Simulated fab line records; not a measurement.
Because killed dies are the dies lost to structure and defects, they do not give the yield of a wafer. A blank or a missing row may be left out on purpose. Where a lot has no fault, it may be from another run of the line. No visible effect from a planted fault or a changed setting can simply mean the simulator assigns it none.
Check for tools in common    flow gf180mcu    Lots sampled 10, wafers sampled 30

## THE REASON FOR OPENING IT
GF_M4_RS_MEAS_05, reading M4_ALCU_RS: flagged on 2 of 10 lots. Fault-free wafers read 0.0696 ohm/sq, with a standard deviation of 0.00086.
Rule: a lot is flagged when every wafer of it that has a number lies more than 4 standard deviations from that mean, or none has a number. The rest of the lots are taken to be sound.

lot   measured      on            M4_ALCU_RS (ohm/sq), wafer by wafer  flag
L468  day 23 20:19  filmMetro-04  0.0686 0.0690 0.0694                 
L469  day 24 06:40  filmMetro-03  0.0693 0.0699 0.0689                 
L470  day 24 14:16  filmMetro-04  0.0695 0.0693 0.0693                 
L477  day 26 19:55  filmMetro-04  0.0763 0.0757 0.0748                 FLAGGED
L479  day 27 09:34  filmMetro-04  0.0750 0.0755 0.0746                 FLAGGED
L482  day 28 10:17  filmMetro-03  0.0695 0.0695 0.0707                 
L483  day 28 19:56  filmMetro-04  0.0696 0.0692 0.0698                 
L484  day 29 05:49  filmMetro-04  0.0699 0.0694 0.0698                 
L485  day 29 08:43  filmMetro-04  0.0695 0.0708 0.0701                 
L488  day 30 06:56  filmMetro-03  0.0685 0.0699 0.0704                 
The mean of the flagged lots' numbers is 0.0753 ohm/sq, +0.0057 ohm/sq from the usual (+7 standard deviations).

## EACH LOT AND THE TOOL IT RAN ON
Before the reading, the record contains 4 process steps out of a 602-step route. Cell contents, in order: the tool; ch with the chambers the sampled wafers went through; the start.
lot   flag     GF_V3_CVD_02                     GF_M4_SPUTTER_00             GF_M4_SPUTTER_01             GF_M4_SPUTTER_02
L468           pecvd-01 ch 0,2, day 22 18:38    pvdSputter-03, day 23 20:02  pvdSputter-03, day 23 20:08  pvdSputter-03, day 23 20:10
L469           pecvd-04 ch 0,1,2, day 23 04:58  pvdSputter-03, day 24 06:25  pvdSputter-03, day 24 06:31  pvdSputter-03, day 24 06:33
L470           pecvd-02 ch 0,1,2, day 23 13:29  pvdSputter-03, day 24 14:02  pvdSputter-03, day 24 14:08  pvdSputter-03, day 24 14:10
L477  FLAGGED  pecvd-04 ch 1,2, day 25 20:22    pvdSputter-03, day 26 19:42  pvdSputter-03, day 26 19:48  pvdSputter-03, day 26 19:50
L479  FLAGGED  pecvd-02 ch 0,1, day 26 11:01    pvdSputter-03, day 27 09:20  pvdSputter-03, day 27 09:26  pvdSputter-03, day 27 09:28
L482           pecvd-04 ch 0,1, day 27 11:47    pvdSputter-01, day 28 10:03  pvdSputter-01, day 28 10:09  pvdSputter-01, day 28 10:11
L483           pecvd-01 ch 0,1, day 27 21:32    pvdSputter-04, day 28 19:41  pvdSputter-04, day 28 19:47  pvdSputter-04, day 28 19:49
L484           pecvd-01 ch 1,2, day 28 07:50    pvdSputter-04, day 29 05:36  pvdSputter-04, day 29 05:42  pvdSputter-04, day 29 05:44
L485           pecvd-01 ch 0,1, day 28 10:25    pvdSputter-01, day 29 08:29  pvdSputter-01, day 29 08:35  pvdSputter-01, day 29 08:37
L488           pecvd-01 ch 1,2, day 29 09:37    pvdSputter-01, day 30 06:42  pvdSputter-01, day 30 06:48  pvdSputter-01, day 30 06:50
What is done by these steps:
- GF_V3_CVD_02: deposits SiO2 from TEOS, target thk 850 nm, time 94.851 s.
- GF_M4_SPUTTER_00: material Ti, target thk 37.5 nm, time 150 s.
- GF_M4_SPUTTER_01: material TiN, target thk 30 nm, time 25 s.
- GF_M4_SPUTTER_02: material AlCu, target thk 450 nm, time 23.9 s.
- GF_M4_RS_MEAS_05: measures by four-point-probe.

## FLAGGED OVER TOTAL, TOOL BY TOOL (the gauges that took the reading come last)
step              tool           lots run  flagged  share of the flagged lots  sound lots run after its first flagged lot
GF_V3_CVD_02      pecvd-01       5         0        none                       -
GF_V3_CVD_02      pecvd-02       2         1        some                       0
GF_V3_CVD_02      pecvd-04       3         1        some                       1 (L482)
GF_M4_SPUTTER_00  pvdSputter-01  3         0        none                       -
GF_M4_SPUTTER_00  pvdSputter-03  5         2        all                        0
GF_M4_SPUTTER_00  pvdSputter-04  2         0        none                       -
GF_M4_SPUTTER_01  pvdSputter-01  3         0        none                       -
GF_M4_SPUTTER_01  pvdSputter-03  5         2        all                        0
GF_M4_SPUTTER_01  pvdSputter-04  2         0        none                       -
GF_M4_SPUTTER_02  pvdSputter-01  3         0        none                       -
GF_M4_SPUTTER_02  pvdSputter-03  5         2        all                        0
GF_M4_SPUTTER_02  pvdSputter-04  2         0        none                       -
GF_M4_RS_MEAS_05  filmMetro-03   3         0        none                       -
GF_M4_RS_MEAS_05  filmMetro-04   7         2        all                        3 (L483,L484,L485)

## WHAT IS ALLOWED BY THE TABLE
4 rows of the table ran every flagged lot: pvdSputter-03 at GF_M4_SPUTTER_00, pvdSputter-03 at GF_M4_SPUTTER_01, pvdSputter-03 at GF_M4_SPUTTER_02, filmMetro-04 at GF_M4_RS_MEAS_05.
- pvdSputter-03 at GF_M4_SPUTTER_00: 2 of its 5 lots flagged. A fault beginning between L470 (day 24 14:02), its last sound lot, and L477 (day 26 19:42), its first flagged one, fits the data.
- pvdSputter-03 at GF_M4_SPUTTER_01: 2 of its 5 lots flagged. A fault beginning between L470 (day 24 14:08), its last sound lot, and L477 (day 26 19:48), its first flagged one, fits the data.
- pvdSputter-03 at GF_M4_SPUTTER_02: 2 of its 5 lots flagged. A fault beginning between L470 (day 24 14:10), its last sound lot, and L477 (day 26 19:50), its first flagged one, fits the data. Its own readings lie more than 4 standard deviations out on every wafer of the flagged lots: chamberPressurePa.
- filmMetro-04 at GF_M4_RS_MEAS_05: 2 of its 7 lots flagged. Lots that were sound ran on it after the first flagged one (L483, L484, L485); a persistent fault on the entire tool would not allow that.
pvdSputter-03 at GF_M4_SPUTTER_00 and GF_M4_SPUTTER_01 and GF_M4_SPUTTER_02 is the single tool remaining.

## WHAT THE SIMULATOR HAD PUT IN
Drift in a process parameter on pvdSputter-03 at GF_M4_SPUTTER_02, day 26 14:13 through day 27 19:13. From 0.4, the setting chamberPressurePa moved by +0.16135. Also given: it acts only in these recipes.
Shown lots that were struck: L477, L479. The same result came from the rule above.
